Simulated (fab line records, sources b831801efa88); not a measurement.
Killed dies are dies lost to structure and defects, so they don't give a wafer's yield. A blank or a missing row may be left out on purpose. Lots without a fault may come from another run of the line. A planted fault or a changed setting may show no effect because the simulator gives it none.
Problem report in the 8D (eight disciplines) form, filled by code | flow sfq_line | the parts of the form that need people (team, actions taken, sign-off) are left out

1. THE PROBLEM
R5_MONX_RS at SFQ_R5_RS_MEAS_933 reads a mean of 10.33 ohm/sq on 4 wafers of 3 lots; wafers without a fault read 7.10 ohm/sq with a standard deviation of 0.093. That is +35 standard deviations from the usual mean.
The step: measures by four-point-probe.
First seen on wafer L818.1, day 73 09:57, on film_metro-01. The record holds 45 wafers of 15 lots with a number at this step. Rule for "out", or "out of limits": more than 4 standard deviations from the usual mean. The other wafers with a number count as sound.

2. WHAT IT IS AND WHAT IT IS NOT
question                    | is                             | is not
which readings at this step | R5_MONX_RS                     | -
which lots                  | L818, L819, L820               | L803, L804, L805, L806, L807, L809, L810, L812, L813, L821, L823, L825
which wafers of those lots  | L818.1, L819.1, L819.2, L820.3 | L818.5, L818.6, L819.5, L820.4, L820.5
read on which gauges        | film_metro-01, film_metro-03   | film_metro-04
when                        | from day 73 09:57              | up to then (29 sound wafers); but 12 sound wafers of L819, L820, L821, L823, L825 came after

3. SUSPECTS, AND WHAT RULES EACH OUT
Counting: a tool at a process step up to the reading stays a suspect if it ran every lot that is out. Sound lots after the first of them don't rule it out here, since some wafers of a struck lot are sound.
- the gauge at SFQ_R5_RS_MEAS_933: ruled out. The wafers that are out were read on 2 gauges (film_metro-01, film_metro-03).
- rie_metal-02 at SFQ_TRILAYER_M5_STRIP_STRIP_127 (strips in O2): kept. It ran every lot that is out, first L818 (day 73 04:24); its last sound lot up to then is L813 (day 71 20:00).
- pvd_sputter-06 at SFQ_TRILAYER_R5_DEP_SPUTTER_133 (material MoNx, target thk 40 nm, time 66.7 s): kept. It ran every lot that is out, first L818 (day 73 09:52); its last sound lot up to then is L812 (day 72 05:58).
Left after counting: rie_metal-02 at SFQ_TRILAYER_M5_STRIP_STRIP_127, pvd_sputter-06 at SFQ_TRILAYER_R5_DEP_SPUTTER_133.

4. THE CAUSE (what the simulator had put in)
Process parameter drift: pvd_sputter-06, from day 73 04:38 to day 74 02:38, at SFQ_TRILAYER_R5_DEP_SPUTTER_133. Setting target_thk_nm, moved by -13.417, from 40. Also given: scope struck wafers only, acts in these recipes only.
Counting left 2 suspects, and this tool is among them.

5. THE CHAIN OF EFFECTS, in route order
Each row: a reading whose mean over the struck wafers that have a number lies more than 3 standard deviations from the usual. Only readings for which the record gives a usual standard deviation are gone through. hours: the time from each lot's start at the first step in this table that gives one to its start at this step, as a median over the lots. sigmas: the change in usual standard deviations.
hours | step                | reading     | usual       | on struck wafers | change | sigmas
0     | SFQ_R5_RS_MEAS_933  | R5_MONX_RS  | 7.10 ohm/sq | 10.33            | +3.23  | +35
4     | SFQ_R5_THK_MEAS_934 | R5_MONX_THK | 40.1 nm     | 26.9             | -13.2  | -20

6. WHAT WOULD HAVE CAUGHT IT SOONER
In this record the first reading out of limits at a measuring or inspecting step was taken at day 73 09:57, 5 hours after the fault began at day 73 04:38.
Of the tool readings at SFQ_TRILAYER_R5_DEP_SPUTTER_133 for which the record gives a usual standard deviation, none was out on any struck wafer, so an alarm limit of 4 standard deviations on them would not have fired.
Of the lots that are out (3), L819, L820 began SFQ_TRILAYER_R5_DEP_SPUTTER_133 on pvd_sputter-06 after day 73 09:57. A hold on the tool at that time would have spared those 2.
